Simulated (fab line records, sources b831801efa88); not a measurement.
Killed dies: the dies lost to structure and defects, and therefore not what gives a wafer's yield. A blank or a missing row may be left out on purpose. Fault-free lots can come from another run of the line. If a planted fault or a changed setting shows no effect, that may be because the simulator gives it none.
Matching of chambers + flow gf180mcu + cmp-02 running GF_V4_CMP_26: 4 sister chambers
The step polishes, stops on SiO2, t overpolish 15 s, target thk 0 nm. 4 wafers are shown with their chamber, then 9 later ones without.

== WAFERS WITH THEIR CHAMBER ==
| wafer  | chamber | motor_current_A (A) |
|--------|---------|---------------------|
| L732.5 | 3       | 10.0                |
| L747.1 | 1       | 10.3                |
| L747.3 | 0       | 8.9                 |
| L747.4 | 2       | 11.6                |

== WAFERS MISSING THEIR CHAMBER ==
| wafer  | motor_current_A (A) |
|--------|---------------------|
| L748.4 | 10.3                |
| L748.5 | 10.5                |
| L748.6 | 11.3                |
| L749.1 | 10.1                |
| L749.2 | 11.1                |
| L749.6 | 10.5                |
| L751.1 | 10.5                |
| L751.3 | 11.3                |
| L751.5 | 9.5                 |

== CHAMBER TAKEN BY EACH ==
| wafer  | from the rows above          | in truth |
|--------|------------------------------|----------|
| L748.4 | can't be placed: 1 or 3      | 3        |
| L748.5 | can't be placed: 1 or 3      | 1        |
| L748.6 | 2                            | 2        |
| L749.1 | can't be placed: 3 or 1      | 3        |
| L749.2 | can't be placed: 2 or 1      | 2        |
| L749.6 | can't be placed: 1 or 3      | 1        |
| L751.1 | can't be placed: 1 or 3      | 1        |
| L751.3 | 2                            | 2        |
| L751.5 | can't be placed: 3 or 0 or 1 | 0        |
Correct placement for 2 of the 9. These rows do not allow placing 7 (true chamber among the candidates in 7). Number placed wrongly: 0.
How it was worked out, from the rows above alone: a wafer's distance from a chamber is the root of the sum, over the readings, of the square of ((its reading less the chamber's mean) divided by the reading's scatter). The wafer belongs to the nearest chamber; if the next one is less than 2 further off, it can't be placed. The mean given for a chamber averages the wafers shown for that chamber. The scatter: root of mean squared gap, hidden wafer to nearest shown wafer, with one shown wafer a chamber.
